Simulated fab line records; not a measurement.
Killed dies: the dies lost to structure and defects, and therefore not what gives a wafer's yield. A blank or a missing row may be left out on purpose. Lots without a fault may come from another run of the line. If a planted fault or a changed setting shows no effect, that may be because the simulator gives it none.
What tool caused it? / flow sky130 / 36 wafers from 12 lots sampled at 4 of the route's 708 steps

== WHAT EACH GAUGE READ, for each wafer ==
SKY_VT_ADJUST_LVTN_TW_MEAS_10.
lot=L539; measured=day 6 22:47; on=filmMetro-03; VT_ADJUST_LVTN_TW=241.4 243.3 242.5
lot=L540; measured=day 7 11:02; on=filmMetro-04; VT_ADJUST_LVTN_TW=247.1 247.5 248.2
lot=L542; measured=day 7 21:13; on=filmMetro-04; VT_ADJUST_LVTN_TW=248.7 248.1 248.2
lot=L544; measured=day 8 11:16; on=filmMetro-03; VT_ADJUST_LVTN_TW=244.0 243.0 243.7
lot=L546; measured=day 9 02:47; on=filmMetro-03; VT_ADJUST_LVTN_TW=240.3 242.2 241.9
lot=L548; measured=day 9 15:04; on=filmMetro-04; VT_ADJUST_LVTN_TW=303.0 303.9 303.8
lot=L550; measured=day 10 04:26; on=filmMetro-03; VT_ADJUST_LVTN_TW=298.8 296.1 298.7
lot=L551; measured=day 10 12:25; on=filmMetro-01; VT_ADJUST_LVTN_TW=298.3 300.5 297.9
lot=L555; measured=day 11 13:16; on=filmMetro-03; VT_ADJUST_LVTN_TW=243.1 241.6 242.9
lot=L557; measured=day 12 01:43; on=filmMetro-01; VT_ADJUST_LVTN_TW=242.2 243.9 243.6
lot=L558; measured=day 12 10:33; on=filmMetro-04; VT_ADJUST_LVTN_TW=248.5 248.6 249.2
lot=L559; measured=day 12 17:25; on=filmMetro-01; VT_ADJUST_LVTN_TW=243.1 244.2 244.2

SKY_SONOS_TUNNEL_TW_MEAS_12.
lot=L539; measured=day 11 09:32; on=filmMetro-03; SONOS_TUNNEL_TW=197.6 197.8 198.5
lot=L540; measured=day 12 01:04; on=filmMetro-04; SONOS_TUNNEL_TW=202.7 202.3 202.7
lot=L542; measured=day 12 14:50; on=filmMetro-03; SONOS_TUNNEL_TW=197.7 198.1 197.9
lot=L544; measured=day 13 08:07; on=filmMetro-03; SONOS_TUNNEL_TW=197.1 198.7 198.6
lot=L546; measured=day 14 02:38; on=filmMetro-04; SONOS_TUNNEL_TW=201.5 202.5 200.9
lot=L548; measured=day 14 18:41; on=filmMetro-04; SONOS_TUNNEL_TW=201.2 201.0 200.7
lot=L550; measured=day 15 08:49; on=filmMetro-01; SONOS_TUNNEL_TW=197.6 197.8 196.9
lot=L551; measured=day 15 20:44; on=filmMetro-04; SONOS_TUNNEL_TW=201.7 200.9 201.2
lot=L555; measured=day 17 01:29; on=filmMetro-04; SONOS_TUNNEL_TW=200.6 201.3 201.3
lot=L557; measured=day 17 16:56; on=filmMetro-04; SONOS_TUNNEL_TW=202.6 202.9 201.4
lot=L558; measured=day 18 03:17; on=filmMetro-03; SONOS_TUNNEL_TW=197.3 197.1 196.4
lot=L559; measured=day 18 11:08; on=filmMetro-04; SONOS_TUNNEL_TW=201.6 200.4 201.5

SKY_GATE_OXIDE_OVL_MEAS_10.
lot=L539; measured=day 13 20:53; on=overlay-02; GATE_OXIDE_OVL (nm)=-0.3 0.0 0.3
lot=L540; measured=day 14 10:17; on=overlay-01; GATE_OXIDE_OVL (nm)=1.0 -0.4 -2.0
lot=L542; measured=day 15 01:29; on=overlay-01; GATE_OXIDE_OVL (nm)=0.3 -2.2 -3.1
lot=L544; measured=day 15 22:52; on=overlay-01; GATE_OXIDE_OVL (nm)=-2.8 -1.9 -0.5
lot=L546; measured=day 16 15:13; on=overlay-01; GATE_OXIDE_OVL (nm)=-5.2 -2.2 -2.6
lot=L548; measured=day 17 13:23; on=overlay-02; GATE_OXIDE_OVL (nm)=-3.1 -2.4 -2.1
lot=L550; measured=day 18 00:47; on=overlay-01; GATE_OXIDE_OVL (nm)=-1.6 1.1 -1.5
lot=L551; measured=day 18 18:26; on=overlay-01; GATE_OXIDE_OVL (nm)=-3.2 -0.9 -1.0
lot=L555; measured=day 19 21:59; on=overlay-01; GATE_OXIDE_OVL (nm)=-1.9 -2.7 -2.2
lot=L557; measured=day 20 14:18; on=overlay-02; GATE_OXIDE_OVL (nm)=-0.7 1.1 0.7
lot=L558; measured=day 20 23:20; on=overlay-02; GATE_OXIDE_OVL (nm)=-0.4 -1.3 -1.0
lot=L559; measured=day 21 10:54; on=overlay-02; GATE_OXIDE_OVL (nm)=2.1 -0.4 0.5

== EACH LOT AND THE TOOL THAT RAN IT (in order: tool; ch and the chambers of the sampled wafers; start) ==
lot=L539; SKY_VT_ADJUST_LVTN_IMPLANT_08=implanter-03 ch 0, day 6 22:35
lot=L540; SKY_VT_ADJUST_LVTN_IMPLANT_08=implanter-03 ch 0, day 7 10:49
lot=L542; SKY_VT_ADJUST_LVTN_IMPLANT_08=implanter-03 ch 0, day 7 20:58
lot=L544; SKY_VT_ADJUST_LVTN_IMPLANT_08=implanter-01 ch 0, day 8 11:01
lot=L546; SKY_VT_ADJUST_LVTN_IMPLANT_08=implanter-04 ch 0, day 9 02:35
lot=L548; SKY_VT_ADJUST_LVTN_IMPLANT_08=implanter-04 ch 0, day 9 14:26
lot=L550; SKY_VT_ADJUST_LVTN_IMPLANT_08=implanter-04 ch 0, day 10 03:55
lot=L551; SKY_VT_ADJUST_LVTN_IMPLANT_08=implanter-04 ch 0, day 10 11:53
lot=L555; SKY_VT_ADJUST_LVTN_IMPLANT_08=implanter-04 ch 0, day 11 13:01
lot=L557; SKY_VT_ADJUST_LVTN_IMPLANT_08=implanter-04 ch 0, day 12 01:29
lot=L558; SKY_VT_ADJUST_LVTN_IMPLANT_08=implanter-04 ch 0, day 12 10:18
lot=L559; SKY_VT_ADJUST_LVTN_IMPLANT_08=implanter-03 ch 0, day 12 17:10
- SKY_VT_ADJUST_LVTN_IMPLANT_08

== AS READ BY THE TOOLS THEMSELVES (means over the sampled wafers that have a number; for cases with no such wafer, the mark the record gives instead) ==
SKY_VT_ADJUST_LVTN_IMPLANT_08.
lot=L539; tool=implanter-03; endStationPressureTorr (Torr)=5.13e-06
lot=L540; tool=implanter-03; endStationPressureTorr (Torr)=4.93e-06
lot=L542; tool=implanter-03; endStationPressureTorr (Torr)=5.21e-06
lot=L544; tool=implanter-01; endStationPressureTorr (Torr)=5.20e-06
lot=L546; tool=implanter-04; endStationPressureTorr (Torr)=5.15e-06
lot=L548; tool=implanter-04; endStationPressureTorr (Torr)=4.88e-06
lot=L550; tool=implanter-04; endStationPressureTorr (Torr)=5.02e-06
lot=L551; tool=implanter-04; endStationPressureTorr (Torr)=4.85e-06
lot=L555; tool=implanter-04; endStationPressureTorr (Torr)=4.97e-06
lot=L557; tool=implanter-04; endStationPressureTorr (Torr)=5.07e-06
lot=L558; tool=implanter-04; endStationPressureTorr (Torr)=5.05e-06
lot=L559; tool=implanter-03; endStationPressureTorr (Torr)=5.23e-06

== THE ANSWER, worked out from the rows above alone ==
Rule: the lots themselves supply what counts as usual. The widest of any qualifying gaps counts: lots, ordered by their means at a reading, are off when they make up no more than a third of the lots, leave a main group of 4 or more, and stand apart from it by 3 or more times the standard deviation of that group's means. A main group whose means are all the same, to the digits that the tables above print for the reading, isn't used. Also off: a lot with no number at a reading for which 4 or more lots have one. Where the step has rows for the other lots, those lots are counted as sound. After the gauges, taken in route order, come the tools' own readings; for these a lot's mean is taken, as printed above. At the first step where some lot is off, the reading lying furthest off is the one used; lots without a number count as furthest.
Off: L548, L550, L551, seen at SKY_VT_ADJUST_LVTN_TW_MEAS_10 (VT_ADJUST_LVTN_TW). Mean 244.6 and standard deviation 2.6 in the main group.
A tool fits if, at a process step before that reading, it ran every lot that is off, and no sound lot after the first of them. Gauges at SKY_VT_ADJUST_LVTN_TW_MEAS_10: tried the same way as those tools. Of those tried, none fits.

== WHAT WAS PUT IN BY THE SIMULATOR ==
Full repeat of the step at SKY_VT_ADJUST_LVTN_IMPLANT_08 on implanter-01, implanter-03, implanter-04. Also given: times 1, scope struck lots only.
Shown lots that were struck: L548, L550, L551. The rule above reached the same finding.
